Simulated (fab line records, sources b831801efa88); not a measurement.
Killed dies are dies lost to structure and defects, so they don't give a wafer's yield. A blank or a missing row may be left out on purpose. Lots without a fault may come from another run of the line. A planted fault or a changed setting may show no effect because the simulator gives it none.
Chamber matching | flow sky130 | SKY_VIA1_CMP_24 on cmp-01: 3 sister chambers
The step polishes, stops on SiO2, t overpolish 15 s, target thk 0 nm. 6 wafers are shown with their chamber, then 5 later ones without.

WAFERS WITH THEIR CHAMBER
wafer  | chamber | motor_current_A (A) | time_to_endpoint_s (s)
L768.6 | 2       | 10.5                | 72
L772.2 | 0       | 10.7                | 66
L772.5 | 2       | 10.4                | 68
L772.6 | 1       | 11.2                | 70
L771.1 | 1       | 11.0                | 61
L771.2 | 0       | 10.7                | 65

WAFERS WITHOUT THEIR CHAMBER
wafer  | motor_current_A (A) | time_to_endpoint_s (s)
L771.3 | 10.8                | 67
L775.2 | 10.7                | 68
L775.3 | 10.7                | 65
L775.5 | 10.1                | 72
L778.3 | 10.2                | 71

WHICH CHAMBER EACH WENT THROUGH
wafer  | from the rows above | in truth
L771.3 | 0                   | 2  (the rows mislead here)
L775.2 | 0                   | 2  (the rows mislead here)
L775.3 | 0                   | 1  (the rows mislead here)
L775.5 | 2                   | 2
L778.3 | 2                   | 2
Placed correctly: 2 of 5. Can't be placed from these rows: 0. Placed wrongly: 3.
How it was worked out, from the rows above alone: a wafer's distance from a chamber is the root of the sum, over the readings, of the square of ((its reading less the chamber's mean) divided by the reading's scatter). The wafer belongs to the nearest chamber; if the next one is less than 2 further off, it can't be placed. A chamber's mean is the mean of its shown wafers. The scatter: the root of (the sum of the squares of (reading less its chamber's mean) over the shown wafers, divided by (wafers less chambers)).
